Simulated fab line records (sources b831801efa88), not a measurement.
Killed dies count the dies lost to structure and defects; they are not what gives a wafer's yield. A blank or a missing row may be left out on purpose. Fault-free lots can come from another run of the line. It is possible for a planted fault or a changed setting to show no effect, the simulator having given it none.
Code-filled problem report in 8D (eight disciplines) form	flow gf180mcu	the parts of the form that need people (team, actions taken, sign-off) are left out

## 1. WHAT IS WRONG
chamber_pressure_pa at GF_CONTACT_SPUTTER_23 reads a mean of 4.653 Pa on 1 wafer of 1 lot; wafers without a fault read 5.000 Pa with a standard deviation of 0.011. Measured from the usual mean, that is -32 standard deviations.
The step: material TiN, target thk 10 nm, time 40 s.
Seen first at day 21 00:02 on pvd_sputter-01, wafer L834.6. The record has a number at this step for 15 wafers belonging to 5 lots. Rule for "out" (also "out of limits"): further than 4 standard deviations from the usual mean. Any other wafer with a number is counted as sound.

## 2. WHAT THIS IS AND IS NOT
question	is	is not
which readings at this step	chamber_pressure_pa	throttle_valve_pct
which lots	L834	L825, L827, L839, L844
which wafers of those lots	L834.6	L834.2, L834.3
read on which tools	pvd_sputter-01	pvd_sputter-02, pvd_sputter-04
when	from day 21 00:02	up to then (8 sound wafers); but 6 sound wafers of L839, L844 came after

## 3. WHAT RULES OUT EACH SUSPECT
Counting: if a tool at a process step up to the reading ran every lot that is out, it stays a suspect. Sound lots after the first of them don't rule it out here, since some wafers of a struck lot are sound.
- rie_diel-04 at GF_CONTACT_ETCH_16 (etches BARC in N2/H2): kept. The lot that is out, L834, ran on it at day 20 23:31; the last sound lot it ran before that was L827, at day 18 09:25.
- rie_diel-04 at GF_CONTACT_ETCH_17 (etches SiO2 in C4F8/O2/Ar, stops on CoSi2, target depth 860 nm): kept. The lot that is out, L834, ran on it at day 20 23:40; the last sound lot it ran before that was L827, at day 18 09:34. Because GF_CONTACT_ETCH_17 lacks a start for some lots, the hours and order of its lots are taken from GF_CONTACT_STRIP_18.
- plasma_asher-01 at GF_CONTACT_STRIP_18 (strips in O2/N2): kept. It ran the lot that is out, L834 (day 20 23:40).
- pvd_sputter-01 at GF_CONTACT_SPUTTER_22 (material Ti, target thk 15 nm, time 80.02 s): kept. The lot that is out, L834, ran on it at day 20 23:58; the last sound lot it ran before that was L827, at day 18 09:52.
- pvd_sputter-01 at GF_CONTACT_SPUTTER_23 (material TiN, target thk 10 nm, time 40 s): kept. The lot that is out, L834, ran on it at day 21 00:02; the last sound lot it ran before that was L827, at day 18 09:56. On those wafers its own readings are out: chamber_pressure_pa.
- Within rie_diel-04 at GF_CONTACT_ETCH_16: the wafers that are out ran in chamber 1; their sound lot-mates ran in chambers 0, 2.
- Within rie_diel-04 at GF_CONTACT_ETCH_17: the wafers that are out ran in chamber 1; their sound lot-mates ran in chambers 0, 2.
- Within plasma_asher-01 at GF_CONTACT_STRIP_18: the wafers that are out ran in chamber 1; their sound lot-mates ran in chamber 0.
Left after counting: rie_diel-04 at GF_CONTACT_ETCH_16, rie_diel-04 at GF_CONTACT_ETCH_17, plasma_asher-01 at GF_CONTACT_STRIP_18, pvd_sputter-01 at GF_CONTACT_SPUTTER_22, pvd_sputter-01 at GF_CONTACT_SPUTTER_23.

## 4. THE CAUSE (what the simulator had put in)
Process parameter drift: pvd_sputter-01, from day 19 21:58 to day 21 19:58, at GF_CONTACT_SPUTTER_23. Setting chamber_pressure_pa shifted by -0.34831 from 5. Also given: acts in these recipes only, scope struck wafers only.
Counting left 5 suspects, and this tool is among them.

## 5. SEQUENCE OF EFFECTS, ordered by route
Rows list readings where the struck wafers' mean (over those with a number) sits beyond 3 standard deviations from the usual. Only readings whose record carries a usual standard deviation are examined. hours: median over the lots of the time between each lot's start at the first step of this table that gives one and its start at this step. sigmas: the change, counted in usual standard deviations.
hours	step	reading	usual	on struck wafers	change	sigmas
0	GF_CONTACT_SPUTTER_23	chamber_pressure_pa	5.000 Pa	4.653	-0.347	-32
Here are the process steps it includes:
- GF_CONTACT_SPUTTER_23: material TiN, target thk 10 nm, time 40 s.

## 6. HOW IT WOULD HAVE BEEN CAUGHT EARLIER
26 hours passed between the start of the fault at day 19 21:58 and the first reading out of limits in this record, taken at day 21 00:02.
